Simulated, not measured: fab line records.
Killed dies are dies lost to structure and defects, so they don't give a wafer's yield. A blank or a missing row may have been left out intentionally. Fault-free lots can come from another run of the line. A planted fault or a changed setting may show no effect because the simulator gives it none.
Which of the tools did it? :: flow sky130 :: 45 wafers from 15 lots sampled at 2 of the route's 708 steps

== WHAT EACH GAUGE READ, for each wafer ==
SKY_LOCAL_INTERCONNECT_OVL_MEAS_12.
lot: L162
measured: day 30 18:25
on: overlay-01
LOCAL_INTERCONNECT_OVL (nm): -11 -3 -5

lot: L163
measured: day 31 00:22
on: overlay-02
LOCAL_INTERCONNECT_OVL (nm): -9 -9 -4

lot: L165
measured: day 31 09:55
on: overlay-01
LOCAL_INTERCONNECT_OVL (nm): -1 -4 3

lot: L168
measured: day 33 03:23
on: overlay-02
LOCAL_INTERCONNECT_OVL (nm): -12 -4 -17

lot: L173
measured: day 34 14:34
on: overlay-02
LOCAL_INTERCONNECT_OVL (nm): 1 2 1

lot: L175
measured: day 35 04:11
on: overlay-01
LOCAL_INTERCONNECT_OVL (nm): 12 8 9

lot: L177
measured: day 36 00:58
on: overlay-02
LOCAL_INTERCONNECT_OVL (nm): 4 6 1

lot: L178
measured: day 36 10:58
on: overlay-02
LOCAL_INTERCONNECT_OVL (nm): 2 2 3

lot: L182
measured: day 36 23:40
on: overlay-01
LOCAL_INTERCONNECT_OVL (nm): 3 -4 2

lot: L181
measured: day 37 00:43
on: overlay-02
LOCAL_INTERCONNECT_OVL (nm): 6 10 2

lot: L183
measured: day 37 09:11
on: overlay-01
LOCAL_INTERCONNECT_OVL (nm): 6 12 7

lot: L184
measured: day 37 14:19
on: overlay-02
LOCAL_INTERCONNECT_OVL (nm): -6 -14 -2

== EACH LOT AND THE TOOL THAT RAN IT (in order: tool; ch and the chambers of the sampled wafers; start) ==
lot: L162
SKY_POLY_CUT_PEB_06: litho track-01 ch 0, day 24 15:00

lot: L163
SKY_POLY_CUT_PEB_06: litho track-03 ch 0, day 24 23:00

lot: L165
SKY_POLY_CUT_PEB_06: litho track-04 ch 0, day 25 08:00

lot: L168
SKY_POLY_CUT_PEB_06: litho track-04 ch 0, day 27 06:00

lot: L169
SKY_POLY_CUT_PEB_06: litho track-03, day 28 02:00

lot: L170
SKY_POLY_CUT_PEB_06: litho track-03, day 28 07:00

lot: L172
SKY_POLY_CUT_PEB_06: litho track-04, day 28 13:00

lot: L173
SKY_POLY_CUT_PEB_06: litho track-04 ch 0, day 28 20:00

lot: L175
SKY_POLY_CUT_PEB_06: litho track-03 ch 0, day 29 09:00

lot: L177
SKY_POLY_CUT_PEB_06: litho track-01 ch 0, day 30 05:00

lot: L178
SKY_POLY_CUT_PEB_06: litho track-01 ch 0, day 30 15:00

lot: L182
SKY_POLY_CUT_PEB_06: litho track-04 ch 0, day 31 07:00

lot: L181
SKY_POLY_CUT_PEB_06: litho track-04 ch 0, day 31 09:00

lot: L183
SKY_POLY_CUT_PEB_06: litho track-03 ch 0, day 31 18:00

lot: L184
SKY_POLY_CUT_PEB_06: litho track-01 ch 0, day 31 20:00
- SKY_POLY_CUT_PEB_06

== WHAT THE TOOLS THEMSELVES READ (means of the sampled wafers that have a number; where no wafer has one, the mark that the record gives instead) ==
SKY_POLY_CUT_PEB_06.
lot: L162
tool: litho track-01
exhaust pa (Pa): 44.1

lot: L163
tool: litho track-03
exhaust pa (Pa): 45.3

lot: L165
tool: litho track-04
exhaust pa (Pa): 45.6

lot: L168
tool: litho track-04
exhaust pa (Pa): 45.6

lot: L169
tool: litho track-03
exhaust pa (Pa): -

lot: L170
tool: litho track-03
exhaust pa (Pa): -

lot: L172
tool: litho track-04
exhaust pa (Pa): -

lot: L173
tool: litho track-04
exhaust pa (Pa): 45.2

lot: L175
tool: litho track-03
exhaust pa (Pa): 44.4

lot: L177
tool: litho track-01
exhaust pa (Pa): 45.5

lot: L178
tool: litho track-01
exhaust pa (Pa): 45.1

lot: L182
tool: litho track-04
exhaust pa (Pa): 45.9

lot: L181
tool: litho track-04
exhaust pa (Pa): 44.5

lot: L183
tool: litho track-03
exhaust pa (Pa): 44.4

lot: L184
tool: litho track-01
exhaust pa (Pa): 44.2

== THE ANSWER, worked out from the rows above alone ==
Rule: the lots themselves supply what counts as usual. The widest of any qualifying gaps counts: lots, ordered by their means at a reading, are off when they make up no more than a third of the lots, leave a main group of 4 or more, and stand apart from it by 3 or more times the standard deviation of that group's means. If all means in a main group match to the digits the tables above print for the reading, that group is not used. Also off: a lot with no number at a reading for which 4 or more lots have one. The other lots that the step has rows for count as sound. The gauges are gone through in route order, then the tools' own readings, and for those a lot's mean is taken as printed above. At the first step where some lot is off, the reading lying furthest off is the one used; lots without a number count as furthest.
Off at SKY_POLY_CUT_PEB_06 (exhaust pa): L169, L170, L172. Without a number there: L169, L170, L172. Main group: mean 45.0 Pa, sd 0.6.
If a tool, at that step or one of the process steps before it, ran each lot that is off and ran no sound lot following the first of them, it fits. Of those tried, none fits.

== WHAT THE SIMULATOR PUT IN ==
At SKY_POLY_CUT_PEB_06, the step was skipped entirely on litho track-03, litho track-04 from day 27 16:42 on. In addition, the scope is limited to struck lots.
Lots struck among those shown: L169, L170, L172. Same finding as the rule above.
